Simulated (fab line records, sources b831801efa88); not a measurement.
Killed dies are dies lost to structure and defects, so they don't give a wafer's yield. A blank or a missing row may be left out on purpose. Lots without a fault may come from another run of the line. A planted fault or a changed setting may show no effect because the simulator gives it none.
Which tool did it? | flow gf180mcu | 13 lots, 39 wafers sampled, at 5 steps of a route of 602

WHAT THE GAUGES READ, wafer by wafer
GF_CONTACT_THK_MEAS_01.
lot  | measured     | on            | CONTACT_CVD_00_THK (nm)
L415 | day 15 13:33 | film_metro-02 | 299 301 303
L417 | day 16 06:02 | film_metro-02 | 291 299 297
L422 | day 18 03:46 | film_metro-01 | 300 299 299
L423 | day 18 05:20 | film_metro-01 | 301 303 299
L425 | day 19 02:26 | film_metro-04 | 299 304 300
L426 | day 19 11:55 | film_metro-04 | 303 302 303
L427 | day 19 22:13 | film_metro-04 | 292 301 298
L430 | day 20 22:26 | film_metro-01 | 301 303 304
L433 | day 21 21:17 | film_metro-01 | 293 301 301
L434 | day 22 06:16 | film_metro-04 | 303 301 301
L435 | day 22 12:29 | film_metro-02 | 304 301 302
L436 | day 23 01:58 | film_metro-02 | 297 298 300
L437 | day 23 10:37 | film_metro-04 | 301 301 300

GF_CONTACT_CD_MEAS_14: target cd 220 nm.
lot  | measured     | on        | cd_nm (nm)
L415 | day 16 12:29 | cd_sem-01 | 219.7 220.5 222.0
L417 | day 17 04:37 | cd_sem-01 | 218.8 217.7 219.3
L422 | day 19 04:37 | cd_sem-01 | 219.2 220.5 220.4
L423 | day 19 05:35 | cd_sem-02 | 222.4 221.5 222.2
L425 | day 20 04:10 | cd_sem-01 | 220.5 220.9 220.5
L426 | day 20 13:47 | cd_sem-02 | 219.9 221.4 220.5
L427 | day 20 23:31 | cd_sem-02 | 194.9 194.4 194.1
L430 | day 21 23:01 | cd_sem-01 | 219.6 219.8 220.1
L433 | day 22 21:01 | cd_sem-02 | 222.2 221.1 220.7
L434 | day 23 05:26 | cd_sem-02 | 219.1 220.7 221.7
L435 | day 23 11:40 | cd_sem-02 | 217.9 218.5 218.9
L436 | day 24 01:18 | cd_sem-01 | 219.4 221.3 220.7
L437 | day 24 09:42 | cd_sem-02 | 219.0 219.5 218.8

WHICH TOOL RAN EACH LOT (tool, then ch and the chambers of the sampled wafers, then the start)
lot  | GF_SAB_CVD_00                   | GF_SALICIDE_SPUTTER_03       | GF_CONTACT_EXPOSE_11
L415 | pecvd-04 ch 0,1, day 14 14:49   | pvd_sputter-04, day 15 12:55 | krf_scanner-02 ch 0, day 16 01:39
L417 | pecvd-03 ch 0,2, day 15 06:58   | pvd_sputter-03, day 16 05:30 | krf_scanner-01 ch 0, day 16 18:21
L422 | pecvd-03 ch 0,1, day 17 03:07   | pvd_sputter-03, day 18 03:12 | krf_scanner-02 ch 0, day 18 16:31
L423 | pecvd-03 ch 1,2, day 17 05:16   | pvd_sputter-04, day 18 04:47 | krf_scanner-02 ch 0, day 18 17:52
L425 | pecvd-02 ch 0,1,2, day 18 02:04 | pvd_sputter-04, day 19 01:53 | krf_scanner-01 ch 0, day 19 15:56
L426 | pecvd-04 ch 0,1, day 18 11:06   | pvd_sputter-04, day 19 11:22 | krf_scanner-01 ch 0, day 20 01:41
L427 | pecvd-04 ch 1,2, day 18 20:51   | pvd_sputter-03, day 19 21:33 | krf_scanner-02 ch 0, day 20 11:08
L430 | pecvd-02 ch 0,2, day 19 20:40   | pvd_sputter-03, day 20 21:53 | krf_scanner-02 ch 0, day 21 11:21
L433 | pecvd-02 ch 0,1,2, day 20 21:00 | pvd_sputter-02, day 21 20:44 | krf_scanner-02 ch 0, day 22 09:39
L434 | pecvd-04 ch 0,2, day 21 05:46   | pvd_sputter-03, day 22 05:41 | krf_scanner-02 ch 0, day 22 17:47
L435 | pecvd-02 ch 0,1, day 21 12:06   | pvd_sputter-02, day 22 11:56 | krf_scanner-02 ch 0, day 23 01:07
L436 | pecvd-03 ch 1,2, day 22 01:27   | pvd_sputter-02, day 23 01:24 | krf_scanner-02 ch 0, day 23 13:40
L437 | pecvd-02 ch 0,1, day 22 10:15   | pvd_sputter-04, day 23 10:03 | krf_scanner-02 ch 0, day 23 23:20
- GF_SAB_CVD_00: deposits SiO2 from TEOS, target thk 50 nm, time 4.9302 s.
- GF_SALICIDE_SPUTTER_03: material TiN, target thk 20 nm, time 16.7 s.
- GF_CONTACT_EXPOSE_11: exposes mask Contact, target cd 220 nm.

WHAT THE TOOLS THEMSELVES READ (means of the sampled wafers that have a number; where no wafer has one, the mark that the record gives instead)
GF_SAB_CVD_00.
lot  | tool     | heater_power_w (W)
L415 | pecvd-04 | 668
L417 | pecvd-03 | 650
L422 | pecvd-03 | 797
L423 | pecvd-03 | 659
L425 | pecvd-02 | 709
L426 | pecvd-04 | 648
L427 | pecvd-04 | 711
L430 | pecvd-02 | 685
L433 | pecvd-02 | 724
L434 | pecvd-04 | 654
L435 | pecvd-02 | 723
L436 | pecvd-03 | 666
L437 | pecvd-02 | 722

GF_SALICIDE_SPUTTER_03.
lot  | tool           | throttle_valve_pct (%)
L415 | pvd_sputter-04 | 30.3
L417 | pvd_sputter-03 | 30.4
L422 | pvd_sputter-03 | 30.3
L423 | pvd_sputter-04 | 31.3
L425 | pvd_sputter-04 | 30.8
L426 | pvd_sputter-04 | 30.3
L427 | pvd_sputter-03 | 29.9
L430 | pvd_sputter-03 | 30.2
L433 | pvd_sputter-02 | 29.5
L434 | pvd_sputter-03 | 30.1
L435 | pvd_sputter-02 | 31.0
L436 | pvd_sputter-02 | 30.8
L437 | pvd_sputter-04 | 30.6

GF_CONTACT_EXPOSE_11.
lot  | tool           | reticle_temp_C (C) | stage_vel_mm_s (mm/s)
L415 | krf_scanner-02 | 23.08              | 499.69
L417 | krf_scanner-01 | 23.04              | 499.98
L422 | krf_scanner-02 | 22.98              | 500.31
L423 | krf_scanner-02 | 22.98              | 500.00
L425 | krf_scanner-01 | 22.86              | 499.95
L426 | krf_scanner-01 | 23.01              | 500.21
L427 | krf_scanner-02 | 22.87              | 499.91
L430 | krf_scanner-02 | 22.95              | 499.79
L433 | krf_scanner-02 | 23.04              | 499.97
L434 | krf_scanner-02 | 23.22              | 500.35
L435 | krf_scanner-02 | 23.14              | 499.76
L436 | krf_scanner-02 | 23.11              | 500.17
L437 | krf_scanner-02 | 22.88              | 499.98

THE ANSWER, worked out from the rows above alone
Rule: what is usual is taken from the lots themselves. Put in order of their means at a reading, lots are off if they are a third of the lots or fewer, leave a main group of 4 or more, and stand apart from it by a gap of 3 or more times the standard deviation of the main group's means; of several such gaps the widest counts. A main group whose means are all the same, to the digits that the tables above print for the reading, isn't used. A lot without any number at a reading at which 4 lots or more have one is off too. The other lots that the step has rows for count as sound. The gauges are gone through in route order, then the tools' own readings, and for those a lot's mean is taken as printed above. The first step at which some lot is off is used, and at that step the reading that is off furthest; a lot without a number counts as furthest.
Off: L427, at GF_CONTACT_CD_MEAS_14 (cd_nm). The main group: mean 220.2 nm, standard deviation 1.
A tool fits if, at a process step before that reading, it ran every lot that is off, and no sound lot after the first of them. The gauges at GF_CONTACT_CD_MEAS_14 are tried like those tools. None of those tried fits.

WHAT THE SIMULATOR HAD PUT IN
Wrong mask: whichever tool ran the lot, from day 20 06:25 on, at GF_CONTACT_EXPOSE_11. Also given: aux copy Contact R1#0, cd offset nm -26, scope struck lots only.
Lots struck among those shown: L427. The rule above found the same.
